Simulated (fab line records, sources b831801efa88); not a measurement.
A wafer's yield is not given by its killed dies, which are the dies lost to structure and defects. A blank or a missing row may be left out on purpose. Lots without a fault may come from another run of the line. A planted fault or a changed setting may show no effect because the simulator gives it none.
8D (eight disciplines) problem report, filled in by code / flow sky130 / the parts of the form that need people (team, actions taken, sign-off) are left out

## 1. WHAT IS WRONG
oes_product_au at SKY_POLY_GATE_ETCH_17 reads a mean of 0.788 a.u. on 4 wafers of 3 lots; wafers without a fault read 0.984 a.u. with a standard deviation of 0.0086. Relative to the usual mean, that is a shift of -23 standard deviations.
The step: etches poly-Si in HBr/Cl2, stops on SiO2, target depth 180 nm, time 70.5 s.
Seen first at day 20 08:04 on rie_si-02, wafer L960.4. The record has a number at this step for 35 wafers belonging to 12 lots. Rule for "out" (also "out of limits"): further than 4 standard deviations from the usual mean. All remaining wafers that have a number are taken as sound.

## 2. WHAT IT IS; WHAT IT IS NOT
question=which readings at this step | is=oes_product_au | is not=drypump_motor_current_A, throttle_valve_pct
question=which lots | is=L960, L961, L963 | is not=L950, L952, L954, L958, L959, L970, L971, L972, L973
question=which wafers of those lots | is=L960.4, L961.3, L961.4, L963.3 | is not=L960.5, L960.6, L961.5, L963.2
question=read on which tools | is=rie_si-02 | is not=rie_si-01
question=when | is=from day 20 08:04 | is not=up to then (17 sound wafers); but 14 sound wafers of L961, L963, L970, L971, L972, L973 came after

## 3. WHAT RULES OUT EACH SUSPECT
Counting: any tool at a process step up to the reading remains a suspect provided it ran every lot that is out. Sound lots after the first of them don't rule it out here, since some wafers of a struck lot are sound.
- rie_si-02 at SKY_POLY_GATE_ETCH_17 (etches poly-Si in HBr/Cl2, stops on SiO2, target depth 180 nm, time 70.5 s): kept. Ran every lot that is out, first one L960 (day 20 08:04); last sound lot up to then L959 (day 19 16:04). Out on those wafers are its own readings of oes_product_au.
After counting, what remains is rie_si-02 at SKY_POLY_GATE_ETCH_17.

## 4. THE CAUSE (what the simulator had put in)
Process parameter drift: rie_si-02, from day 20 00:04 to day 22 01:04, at SKY_POLY_GATE_ETCH_17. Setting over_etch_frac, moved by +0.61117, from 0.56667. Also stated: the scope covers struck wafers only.
Only this tool survived the counting.

## 5. THE EFFECT CHAIN, in route order
One row per reading whose mean, taken over the struck wafers that have a number, lies over 3 standard deviations from the usual. Only readings whose record carries a usual standard deviation are examined. hours: median over the lots of the time between each lot's start at the first step of this table that gives one and its start at this step. sigmas: the change, counted in usual standard deviations.
hours=0; step=SKY_POLY_GATE_ETCH_17; reading=oes_product_au; usual=0.984 a.u.; on struck wafers=0.788; change=-0.196; sigmas=-23
hours=0; step=SKY_POLY_GATE_STRIP_18; reading=strip_time_to_endpoint_s; usual=3.16 s; on struck wafers=2.75; change=-0.42; sigmas=-9.7
Its process steps:
- SKY_POLY_GATE_ETCH_17: etches poly-Si in HBr/Cl2, stops on SiO2, target depth 180 nm, time 70.5 s.
- SKY_POLY_GATE_STRIP_18: strips in O2/N2.
Later measuring or inspecting steps at which every struck wafer that the step has a row for has a number for every such reading, and none has moved that far: SKY_POLY_GATE_THK_MEAS_21, SKY_LDD_P_CD_MEAS_07.

## 6. WHAT WOULD HAVE CAUGHT IT SOONER
8 hours passed between the start of the fault at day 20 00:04 and the first reading out of limits in this record, taken at day 20 08:04.
